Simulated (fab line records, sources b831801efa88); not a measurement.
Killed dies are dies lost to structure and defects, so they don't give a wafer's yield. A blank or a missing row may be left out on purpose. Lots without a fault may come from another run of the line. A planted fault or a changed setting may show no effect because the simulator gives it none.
Which tool did it? | flow sky130 | 14 lots, 42 wafers sampled, at 4 steps of a route of 708

WHAT THE GAUGES READ, wafer by wafer
SKY_LDD_P_CD_MEAS_07: target cd 380 nm.
lot  | measured     | on        | cd_nm (nm)
L668 | day 18 21:07 | cd_sem-01 | 380.7 380.3 380.7
L669 | day 19 14:59 | cd_sem-01 | 379.8 381.5 383.9
L671 | day 21 01:26 | cd_sem-01 | 381.7 385.3 382.7
L672 | day 21 04:40 | cd_sem-01 | 382.9 382.5 382.3
L673 | day 21 00:40 | cd_sem-02 | 379.8 377.9 379.5
L674 | day 21 14:07 | cd_sem-01 | 379.7 381.1 379.7
L675 | day 21 20:14 | cd_sem-01 | 380.9 381.1 380.8
L676 | day 22 02:14 | cd_sem-02 | 381.2 383.6 384.3
L678 | day 22 20:20 | cd_sem-01 | 379.1 378.4 379.6
L680 | day 23 16:40 | cd_sem-01 | 381.1 381.5 380.7
L683 | day 24 16:26 | cd_sem-01 | 383.0 381.6 382.7
L687 | day 25 15:57 | cd_sem-02 | 378.4 377.7 378.9
L689 | day 26 22:27 | cd_sem-02 | 380.8 380.6 380.5
L691 | day 27 15:27 | cd_sem-01 | 378.8 378.1 377.0

SKY_LDD_P_OVL_MEAS_08.
lot  | measured     | on         | LDD_P_OVL (nm)
L668 | day 18 21:14 | overlay-02 | 0.6 2.2 0.5
L669 | day 19 15:06 | overlay-01 | 1.8 0.8 1.2
L671 | day 21 01:33 | overlay-01 | -0.3 0.0 -0.2
L672 | day 21 04:45 | overlay-02 | 3.4 1.8 2.3
L673 | day 21 00:47 | overlay-02 | -1.2 -1.2 0.1
L674 | day 21 14:14 | overlay-02 | 2.0 2.0 1.2
L675 | day 21 20:21 | overlay-02 | 0.9 0.2 2.6
L676 | day 22 02:21 | overlay-01 | 2.0 2.1 1.6
L678 | day 22 20:27 | overlay-02 | 1.7 0.7 -0.6
L680 | day 23 16:47 | overlay-01 | 3.5 2.3 1.4
L683 | day 24 16:33 | overlay-01 | 0.7 0.1 1.6
L687 | day 25 16:04 | overlay-01 | 1.7 0.5 1.2
L689 | day 26 22:34 | overlay-02 | 0.5 1.3 0.6
L691 | day 27 15:34 | overlay-02 | -0.8 0.3 -0.1

SKY_SD_P_CD_MEAS_07: target cd 380 nm.
lot  | measured     | on        | cd_nm (nm)
L668 | day 25 05:34 | cd_sem-02 | 379.2 379.2 378.4
L669 | day 26 01:04 | cd_sem-01 | 380.4 377.9 379.3
L671 | day 27 11:58 | cd_sem-01 | 381.4 381.8 378.0
L672 | day 27 12:31 | cd_sem-02 | 381.1 379.9 381.2
L673 | day 27 08:52 | cd_sem-01 | 378.6 380.6 381.0
L674 | day 27 21:46 | cd_sem-02 | 381.8 380.8 381.7
L675 | day 28 03:41 | cd_sem-01 | 385.2 384.1 383.9
L676 | day 28 09:35 | cd_sem-01 | 376.9 375.0 376.0
L678 | day 29 01:58 | cd_sem-01 | 377.7 379.5 377.4
L680 | day 29 22:46 | cd_sem-01 | 379.4 378.8 380.0
L683 | day 30 18:04 | cd_sem-01 | 377.1 378.6 378.7
L687 | day 31 15:17 | cd_sem-02 | 380.5 379.3 378.1
L689 | day 32 20:26 | cd_sem-02 | 382.0 383.0 384.9
L691 | day 33 11:59 | cd_sem-02 | 380.6 381.9 379.1

WHICH TOOL RAN EACH LOT (tool, then ch and the chambers of the sampled wafers, then the start)
lot  | SKY_VT_ADJUST_NCORE_DEVELOP_06
L668 | litho_track-01 ch 0, day 8 16:08
L669 | litho_track-01 ch 0, day 9 01:41
L671 | litho_track-01 ch 0, day 9 12:20
L672 | litho_track-03 ch 0, day 9 18:50
L673 | litho_track-01 ch 0, day 10 04:50
L674 | litho_track-02 ch 0, day 10 10:22
L675 | litho_track-02 ch 0, day 10 16:46
L676 | litho_track-03 ch 0, day 10 23:07
L678 | litho_track-02 ch 0, day 11 12:34
L680 | litho_track-01 ch 0, day 12 02:58
L683 | litho_track-03 ch 0, day 12 22:11
L687 | litho_track-02 ch 0, day 14 00:17
L689 | litho_track-03 ch 0, day 15 00:58
L691 | litho_track-02 ch 0, day 15 15:29
- SKY_VT_ADJUST_NCORE_DEVELOP_06: develop time 60 s.

WHAT THE TOOLS THEMSELVES READ (means of the sampled wafers that have a number; where no wafer has one, the mark that the record gives instead)
SKY_VT_ADJUST_NCORE_DEVELOP_06.
lot  | tool           | chill_plate_temp_C (C) | developer_temp_C (C)
L668 | litho_track-01 | 22.88                  | 23.11
L669 | litho_track-01 | 23.04                  | 23.06
L671 | litho_track-01 | 23.10                  | 23.02
L672 | litho_track-03 | 22.92                  | 22.96
L673 | litho_track-01 | 22.83                  | 23.03
L674 | litho_track-02 | 22.99                  | 23.05
L675 | litho_track-02 | 22.92                  | 22.99
L676 | litho_track-03 | 23.11                  | 22.99
L678 | litho_track-02 | 23.08                  | 23.05
L680 | litho_track-01 | 23.16                  | 22.89
L683 | litho_track-03 | 22.93                  | 22.98
L687 | litho_track-02 | 23.04                  | 23.65
L689 | litho_track-03 | 22.96                  | 22.94
L691 | litho_track-02 | 23.17                  | 23.74

THE ANSWER, worked out from the rows above alone
Rule: what is usual is taken from the lots themselves. Put in order of their means at a reading, lots are off if they are a third of the lots or fewer, leave a main group of 4 or more, and stand apart from it by a gap of 3 or more times the standard deviation of the main group's means; of several such gaps the widest counts. A main group whose means are all the same, to the digits that the tables above print for the reading, isn't used. A lot without any number at a reading at which 4 lots or more have one is off too. The other lots that the step has rows for count as sound. The gauges are gone through in route order, then the tools' own readings, and for those a lot's mean is taken as printed above. The first step at which some lot is off is used, and at that step the reading that is off furthest; a lot without a number counts as furthest.
Off: L687, L691, at SKY_VT_ADJUST_NCORE_DEVELOP_06 (developer_temp_C). The main group: mean 23.01 C, standard deviation 0.057.
A tool fits if, at that step or a process step before it, it ran every lot that is off, and no sound lot after the first of them. One fits: litho_track-02 at SKY_VT_ADJUST_NCORE_DEVELOP_06. Its last sound lot is L678 (day 11 12:34), its first lot that is off L687 (day 14 00:17): a fault that began between those two fits.
The tool's own readings at SKY_VT_ADJUST_NCORE_DEVELOP_06 bear it out: on the lots that are off they differ by more than 5 times the standard deviation of the sound lots' means. developer_temp_C reads 23.70 C there against 23.01 C on the sound lots.

WHAT THE SIMULATOR HAD PUT IN
Process parameter drift: litho_track-02, from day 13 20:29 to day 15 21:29, at SKY_VT_ADJUST_NCORE_DEVELOP_06. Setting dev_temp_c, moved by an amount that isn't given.
Lots struck among those shown: L687, L691. The rule above found the same.
